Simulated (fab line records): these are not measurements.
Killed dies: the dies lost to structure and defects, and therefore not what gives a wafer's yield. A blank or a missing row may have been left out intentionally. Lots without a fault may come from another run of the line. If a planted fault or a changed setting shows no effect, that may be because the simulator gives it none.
One fault seen from 2 desks :: flow sky130 :: each desk has only its own numbers; what lay behind them comes last

== AT THE TOOL OWNER'S DESK: cvd-w-01 ==
The tool's own readings at SKY_CONTACT_CVD_24 (deposits W, target thk 340 nm, time 102.12 s): means of the sampled wafers that have a number, for each lot that ran on this tool. Marked OUT: a lot whose mean sits more than 4 standard deviations from the usual mean, which makes it out of limits; the brackets give that distance.
Columns: A = heater-power-w at SKY_CONTACT_CVD_24, usual 978 W
lot: L622
first seen here: day 33 11:47
A: 942

lot: L625
first seen here: day 34 17:41
A: 955

lot: L627
first seen here: day 35 19:14
A: 947

lot: L630
first seen here: day 36 03:22
A: 972

lot: L631
first seen here: day 36 15:57
A: 965

lot: L632
first seen here: day 36 18:34
A: 966

lot: L639
first seen here: day 38 22:08
A: 986

lot: L638
first seen here: day 39 02:49
A: 993
Result from this desk: across the 8 lots, nothing is out of limits.

== THE METROLOGY DESK ==
What the gauges read for every lot (on any tool): the sampled wafers with a number, averaged. Marked OUT: a lot whose mean sits more than 4 standard deviations from the usual mean, which makes it out of limits; the brackets give that distance.
Columns: A = VIA4_BOW at SKY_VIA4_BOW_MEAS_03, usual 79 um
lot: L619
first seen here: day 42 15:44
A: 84

lot: L620
first seen here: day 42 22:46
A: 77

lot: L621
first seen here: day 43 13:10
A: 73

lot: L622
first seen here: day 43 15:11
A: 91

lot: L624
first seen here: day 44 09:05
A: 79

lot: L625
first seen here: day 44 15:11
A: 82

lot: L627
first seen here: day 45 14:07
A: 74

lot: L629
first seen here: day 45 20:28
A: 73

lot: L630
first seen here: day 45 21:22
A: 76

lot: L631
first seen here: day 46 04:19
A: 68

lot: L632
first seen here: day 46 06:23
A: 85

lot: L639
first seen here: day 48 00:19
A: 76

lot: L638
first seen here: day 48 03:36
A: 83
Result from this desk: across the 13 lots, nothing is out of limits.

== ALL TOGETHER ==
The tool owner's desk saw nothing out of limits.
Metrology desk: nothing out of limits seen.

== WHAT THE SIMULATOR PUT IN ==
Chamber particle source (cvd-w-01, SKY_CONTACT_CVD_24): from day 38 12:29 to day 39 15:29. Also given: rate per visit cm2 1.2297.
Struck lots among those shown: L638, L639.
